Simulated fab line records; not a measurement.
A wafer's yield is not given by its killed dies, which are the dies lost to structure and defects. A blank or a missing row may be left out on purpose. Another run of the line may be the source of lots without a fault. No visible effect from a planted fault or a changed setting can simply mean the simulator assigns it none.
Which tool did it? :: flow sky130 :: Sampling: 14 lots, 42 wafers, 2 of 708 route steps

== WHAT THE GAUGES READ, wafer by wafer ==
The record holds no reading of a measuring or inspecting step that can be judged against a usual standard deviation.

== EACH LOT AND THE TOOL THAT RAN IT (in order: tool; ch and the chambers of the sampled wafers; start) ==
lot: L409
SKY_METAL2_SPUTTER_01: pvd-sputter-02, day 34 18:26
SKY_PAD_OPEN_PROBE_99: -

lot: L410
SKY_METAL2_SPUTTER_01: pvd-sputter-04, day 35 02:04
SKY_PAD_OPEN_PROBE_99: prober-01, day 46 22:52

lot: L411
SKY_METAL2_SPUTTER_01: pvd-sputter-04, day 35 12:33
SKY_PAD_OPEN_PROBE_99: -

lot: L413
SKY_METAL2_SPUTTER_01: pvd-sputter-01, day 35 23:41
SKY_PAD_OPEN_PROBE_99: -

lot: L412
SKY_METAL2_SPUTTER_01: pvd-sputter-01, day 36 03:27
SKY_PAD_OPEN_PROBE_99: -

lot: L415
SKY_METAL2_SPUTTER_01: pvd-sputter-04, day 36 16:27
SKY_PAD_OPEN_PROBE_99: -

lot: L417
SKY_METAL2_SPUTTER_01: pvd-sputter-02, day 37 05:25
SKY_PAD_OPEN_PROBE_99: -

lot: L418
SKY_METAL2_SPUTTER_01: pvd-sputter-04, day 37 17:43
SKY_PAD_OPEN_PROBE_99: -

lot: L419
SKY_METAL2_SPUTTER_01: pvd-sputter-02, day 38 00:10
SKY_PAD_OPEN_PROBE_99: -

lot: L420
SKY_METAL2_SPUTTER_01: pvd-sputter-02, day 38 04:13
SKY_PAD_OPEN_PROBE_99: prober-01, day 49 04:44

lot: L423
SKY_METAL2_SPUTTER_01: pvd-sputter-02, day 39 01:31
SKY_PAD_OPEN_PROBE_99: -

lot: L424
SKY_METAL2_SPUTTER_01: pvd-sputter-04, day 39 09:24
SKY_PAD_OPEN_PROBE_99: -

lot: L425
SKY_METAL2_SPUTTER_01: pvd-sputter-02, day 39 15:46
SKY_PAD_OPEN_PROBE_99: -

lot: L426
SKY_METAL2_SPUTTER_01: pvd-sputter-01, day 39 16:29
SKY_PAD_OPEN_PROBE_99: -
- SKY_METAL2_SPUTTER_01: material TiN, target thk 20 nm, time 16.7 s.
- SKY_PAD_OPEN_PROBE_99

== WHAT THE TOOLS THEMSELVES READ (means of the sampled wafers that have a number; where no wafer has one, the mark that the record gives instead) ==
SKY_METAL2_SPUTTER_01.
lot: L409
tool: pvd-sputter-02
cathode-dc-power-W (W): 6499.5
throttle-valve-pct (%): 29.5

lot: L410
tool: pvd-sputter-04
cathode-dc-power-W (W): 6499.4
throttle-valve-pct (%): 30.3

lot: L411
tool: pvd-sputter-04
cathode-dc-power-W (W): 6499.5
throttle-valve-pct (%): 30.1

lot: L413
tool: pvd-sputter-01
cathode-dc-power-W (W): 6499.1
throttle-valve-pct (%): 30.2

lot: L412
tool: pvd-sputter-01
cathode-dc-power-W (W): 6500.1
throttle-valve-pct (%): 30.6

lot: L415
tool: pvd-sputter-04
cathode-dc-power-W (W): 6500.5
throttle-valve-pct (%): 31.3

lot: L417
tool: pvd-sputter-02
cathode-dc-power-W (W): 6499.6
throttle-valve-pct (%): 29.7

lot: L418
tool: pvd-sputter-04
cathode-dc-power-W (W): 6499.0
throttle-valve-pct (%): 30.5

lot: L419
tool: pvd-sputter-02
cathode-dc-power-W (W): 6499.0
throttle-valve-pct (%): 29.3

lot: L420
tool: pvd-sputter-02
cathode-dc-power-W (W): 6500.3
throttle-valve-pct (%): 29.0

lot: L423
tool: pvd-sputter-02
cathode-dc-power-W (W): 6932.9
throttle-valve-pct (%): 29.3

lot: L424
tool: pvd-sputter-04
cathode-dc-power-W (W): 6499.5
throttle-valve-pct (%): 30.1

lot: L425
tool: pvd-sputter-02
cathode-dc-power-W (W): 6934.2
throttle-valve-pct (%): 29.4

lot: L426
tool: pvd-sputter-01
cathode-dc-power-W (W): 6499.5
throttle-valve-pct (%): 30.5

SKY_PAD_OPEN_PROBE_99.
lot: L410
tool: prober-01
defect-limited-yield (%): 79.5
killed_at_M0_to_M3: 49
killed_at_M4_up: 1.7
killed-at-contacts: 31
killed-at-front-end: 20
killed-at-other: 0.0
killed-dies: 101
killed-open: 57
killed-short: 43
sort_bin_3_pad_short (%): 1.3
sort_bin_5_function (%): 12.4
sort_bin_6_memory (%): 6.8
sort-n-pass: 391
sort-yield-pct (%): 79.5

lot: L420
tool: prober-01
defect-limited-yield (%): 82.6
killed_at_M0_to_M3: 47
killed_at_M4_up: 1.3
killed-at-contacts: 25
killed-at-front-end: 12
killed-at-other: 0.0
killed-dies: 86
killed-open: 50
killed-short: 36
sort_bin_3_pad_short (%): 0.8
sort_bin_5_function (%): 10.6
sort_bin_6_memory (%): 6.0
sort-n-pass: 406
sort-yield-pct (%): 82.6

== THE ANSWER, worked out from the rows above alone ==
Rule: the usual values come from the lots themselves. The widest of any qualifying gaps counts: lots, ordered by their means at a reading, are off when they make up no more than a third of the lots, leave a main group of 4 or more, and stand apart from it by 3 or more times the standard deviation of that group's means. If all means in a main group match to the digits the tables above print for the reading, that group is not used. A lot without any number at a reading at which 4 lots or more have one is off too. All remaining lots with rows at the step are treated as sound. First the gauges in route order, then the tools' own readings, where a lot's mean is used as printed above. The first step at which some lot is off is used, and at that step the reading that is off furthest; a lot without a number counts as furthest.
Off: L423, L425, at SKY_METAL2_SPUTTER_01 (cathode-dc-power-W). The main group: mean 6499.6 W, standard deviation 0.47.
A tool fits if, at that step or a process step before it, it ran every lot that is off, and no sound lot after the first of them. One candidate fits, namely pvd-sputter-02 at SKY_METAL2_SPUTTER_01. Its last sound lot is L420 (day 38 04:13), its first lot that is off L423 (day 39 01:31): a fault that began between those two fits.
The tool's own readings at SKY_METAL2_SPUTTER_01 bear it out: on the lots that are off they differ by more than 5 times the standard deviation of the sound lots' means. cathode-dc-power-W reads 6933.5 W there against 6499.6 W on the sound lots.

== WHAT HAD BEEN PUT IN BY THE SIMULATOR ==
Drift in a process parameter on pvd-sputter-02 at SKY_METAL2_SPUTTER_01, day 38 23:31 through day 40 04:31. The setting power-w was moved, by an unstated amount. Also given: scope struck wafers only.
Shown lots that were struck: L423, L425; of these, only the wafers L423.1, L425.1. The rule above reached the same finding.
